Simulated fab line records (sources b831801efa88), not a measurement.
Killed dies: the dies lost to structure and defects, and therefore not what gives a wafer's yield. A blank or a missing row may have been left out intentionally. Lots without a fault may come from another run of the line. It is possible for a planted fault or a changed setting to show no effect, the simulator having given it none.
Split-lot study + flow gf180mcu + 5 lots, 23 wafers read, on a route of 602 steps

## SPLIT DETAILS
At GF_V2_CVD_23 (deposits W, target thk 350 nm, time 104.94 s), the setting temp c was moved away from the recipe's 400 C on 10 of the 23 wafers read, by +1.4% to +2.8%. All remaining wafers had this setting at the recipe value.

## THE PATH FROM SPLIT TO READING: the file shows 1 step between them
- GF_V2_RS_MEAS_24: measures by four-point-probe

## THE READING
V2_W_THK, in nm, at GF_V2_THK_MEAS_25 (measures by xrf). Fault-free wafers of this fab line usually give 342 nm, standard deviation 4.1 nm.

| wafer  | tool, chamber at the split | temp c as run, C | against the recipe | V2_W_THK, nm | against lot-mates on the recipe |
|--------|----------------------------|------------------|--------------------|--------------|---------------------------------|
| L076.3 | cvd w-02, 1                | 400              | recipe             | 339          | -                               |
| L076.4 | cvd w-02, 0                | 400              | recipe             | 342          | -                               |
| L076.6 | cvd w-02, 1                | 400              | recipe             | 339          | -                               |
| L078.1 | cvd w-02, 1                | 400              | recipe             | 341          | -                               |
| L078.2 | cvd w-02, 0                | 400              | recipe             | 340          | -                               |
| L078.4 | cvd w-02, 0                | 411              | +2.8%              | 413          | +72                             |
| L078.5 | cvd w-02, 1                | 411              | +2.8%              | 409          | +68                             |
| L078.6 | cvd w-02, 0                | 411              | +2.8%              | 413          | +72                             |
| L079.1 | cvd w-01, 1                | 400              | recipe             | 341          | -                               |
| L079.2 | cvd w-01, 0                | 407              | +1.8%              | 388          | +49                             |
| L079.3 | cvd w-01, 1                | 400              | recipe             | 340          | -                               |
| L079.4 | cvd w-01, 0                | 400              | recipe             | 336          | -                               |
| L079.6 | cvd w-01, 0                | 407              | +1.8%              | 381          | +42                             |
| L080.1 | cvd w-01, 1                | 408.4            | +2.1%              | 389          | +48                             |
| L080.2 | cvd w-01, 0                | 400              | recipe             | 339          | -                               |
| L080.4 | cvd w-01, 1                | 408.4            | +2.1%              | 390          | +50                             |
| L080.5 | cvd w-01, 1                | 400              | recipe             | 342          | -                               |
| L080.6 | cvd w-01, 0                | 408.4            | +2.1%              | 391          | +50                             |
| L083.1 | cvd w-01, 0                | 405.6            | +1.4%              | 376          | +39                             |
| L083.2 | cvd w-01, 1                | 405.6            | +1.4%              | 373          | +36                             |
| L083.3 | cvd w-01, 1                | 400              | recipe             | 343          | -                               |
| L083.5 | cvd w-01, 1                | 400              | recipe             | 335          | -                               |
| L083.6 | cvd w-01, 0                | 400              | recipe             | 334          | -                               |

FIT RESULTS
A straight line over all 23 wafers: V2_W_THK changes by +25.6 nm for each +1% of temp c; r = +1.00; the points scatter about the line by 2.9 nm.
The same after taking each lot's own level away (the mean of its wafers on the recipe; 23 wafers): +25.3 nm for each +1%; r = +1.00; scatter 2.9 nm.
Per that fit: largest temp c move, reading shift of 70 nm.
Across the lots, their own levels run from 337.3 to 340.5 nm, a range of 0.8 times the standard deviation given above.
The two slopes agree, so the slope changes little with the lot-to-lot level.
Check: +68.9 nm against its lot-mates is what the line predicts for one of the wafers moved furthest among these (+2.8%) when that wafer is left out of the fit. Against them it came out at +72.5 nm.

## FURTHER SPLITS ON THESE WAFERS
Note: prior to the reading, these wafers also went through further splits. Each is held against what the fit with the lots' levels taken away leaves over:
| other split on the same wafers | wafers away from the commonest value | r with V2_W_THK (lot level and that fit taken away) |
|--------------------------------|--------------------------------------|-----------------------------------------------------|
| GF_M1_METAL_ETCH_16 bias w     | 8                                    | -0.38                                               |
| GF_M2_SPUTTER_02 power w       | 10                                   | -0.19                                               |
| GF_M2_SOFTBAKE_10 temp c       | 10                                   | -0.04                                               |
| GF_V2_CVD_00 sih4 flow sccm    | 8                                    | +0.04                                               |
| GF_V2_SOFTBAKE_10 time s       | 8                                    | -0.35                                               |

## THE WHOLE CHAIN: every reading that the file lists as answering this split, in the file's order
| step              | what it does                                                | reading                                                                | change (the file's fit)              | r (the file's) |
|-------------------|-------------------------------------------------------------|------------------------------------------------------------------------|--------------------------------------|----------------|
| GF_V2_CVD_23      | deposits W, target thk 350 nm, time 104.94 s                | W_of_V2_CVD_23.thk nm (the simulator's own value, which no gauge read) | +26.5 nm for each +1% of the setting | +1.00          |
| GF_V2_RS_MEAS_24  | measures by four-point-probe                                | V2_W_RS                                                                | -0.0219 for each +1% of the setting  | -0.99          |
| GF_V2_THK_MEAS_25 | measures by xrf                                             | V2_W_THK                                                               | +25.2 for each +1% of the setting    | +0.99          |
| GF_V2_CMP_26      | polishes, stops on SiO2, t overpolish 15 s, target thk 0 nm | time to endpoint s                                                     | withheld for each +1% of the setting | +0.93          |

## THE FILE'S OWN FIT
V2_W_THK changes by +25.2 nm for each +1% of temp c, r = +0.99.
